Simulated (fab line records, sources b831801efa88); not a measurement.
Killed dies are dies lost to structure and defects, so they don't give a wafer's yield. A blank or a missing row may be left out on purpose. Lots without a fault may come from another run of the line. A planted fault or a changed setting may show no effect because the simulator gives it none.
Problem report in the 8D (eight disciplines) form, filled by code | flow gf180mcu | the parts of the form that need people (team, actions taken, sign-off) are left out

1. THE PROBLEM
PSD_TW at GF_PSD_TW_MEAS_11 reads a mean of 3326 on 9 wafers of 3 lots; wafers without a fault read 3188 with a standard deviation of 22. That is +6.3 standard deviations from the usual mean.
First seen on wafer L903.4, day 16 06:14, on film_metro-02. The record holds 33 wafers of 11 lots with a number at this step. Rule for "out", or "out of limits": more than 4 standard deviations from the usual mean. The other wafers with a number count as sound.

2. WHAT IT IS AND WHAT IT IS NOT
question                    | is                     | is not
which readings at this step | PSD_TW                 | -
which lots                  | L903, L906, L907       | L901, L908, L913, L914, L916, L917, L919, L920
which wafers of those lots  | all that have a number | -
read on which gauges        | film_metro-02          | film_metro-01, film_metro-03
when                        | from day 16 06:14      | up to then (3 sound wafers); but 21 sound wafers of L908, L913, L914, L916, L917, L919, L920 came after

3. SUSPECTS, AND WHAT RULES EACH OUT
Counting: a tool at a process step up to the reading stays a suspect if it ran every lot that is out and no sound lot after the first of them.
- the gauge at GF_PSD_TW_MEAS_11: ruled out. All the wafers that are out were read on film_metro-02, but those of them that GF_PSD_IMPLANT_09 has rows for are out there too, on other tools.
- implanter-04 at GF_PSD_IMPLANT_09: ruled out as a lasting fault. Sound lots L913, L914, L920 ran on it after its first lot that is out, L903 (day 16 06:02).
Left after counting: nothing in the record.

4. THE CAUSE (what the simulator had put in)
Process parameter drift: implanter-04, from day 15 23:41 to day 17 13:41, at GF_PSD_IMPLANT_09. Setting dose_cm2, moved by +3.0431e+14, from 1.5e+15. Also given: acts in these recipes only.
Counting ruled it out, wrongly: the rule takes a fault to strike every lot that its tool runs from its start on, and this one did not.

5. THE CHAIN OF EFFECTS, in route order
Each row: a reading whose mean over the struck wafers that have a number lies more than 3 standard deviations from the usual. Only readings for which the record gives a usual standard deviation are gone through. hours: the time from each lot's start at the first step in this table that gives one to its start at this step, as a median over the lots. sigmas: the change in usual standard deviations.
hours | step              | reading                  | usual        | on struck wafers | change   | sigmas
0     | GF_PSD_IMPLANT_09 | dose_ions_cm2            | 1.5e+15      | 1.8e+15          | +3.0e+14 | +99 or more
0     | GF_PSD_IMPLANT_09 | faraday_current_uA       | 8263         | 10004            | +1741    | +10
0     | GF_PSD_STRIP_10   | oes_product_au           | 0.592 a.u.   | 0.578            | -0.014   | -3.0
0     | GF_PSD_STRIP_10   | strip_time_to_endpoint_s | 16.53 s      | 17.13            | +0.60    | +17
0     | GF_PSD_TW_MEAS_11 | PSD_TW                   | 3188         | 3326             | +138     | +6.3
1     | GF_PSD_RS_MEAS_15 | PSD_RS                   | 108.5 ohm/sq | 105.0            | -3.5     | -10
The process steps in it:
- GF_PSD_IMPLANT_09
- GF_PSD_STRIP_10: strips in O2/N2.
Later measuring or inspecting steps at which every struck wafer that the step has a row for has a number for every such reading, and none has moved that far: GF_SAB_CD_MEAS_09.

6. WHAT WOULD HAVE CAUGHT IT SOONER
In this record the first reading out of limits at a measuring or inspecting step was taken at day 16 06:14, 7 hours after the fault began at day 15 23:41.
The tool's own readings at GF_PSD_IMPLANT_09 were out on every struck wafer that the step has a row for (dose_ions_cm2, faraday_current_uA): an alarm limit on them would have fired on the first of those.
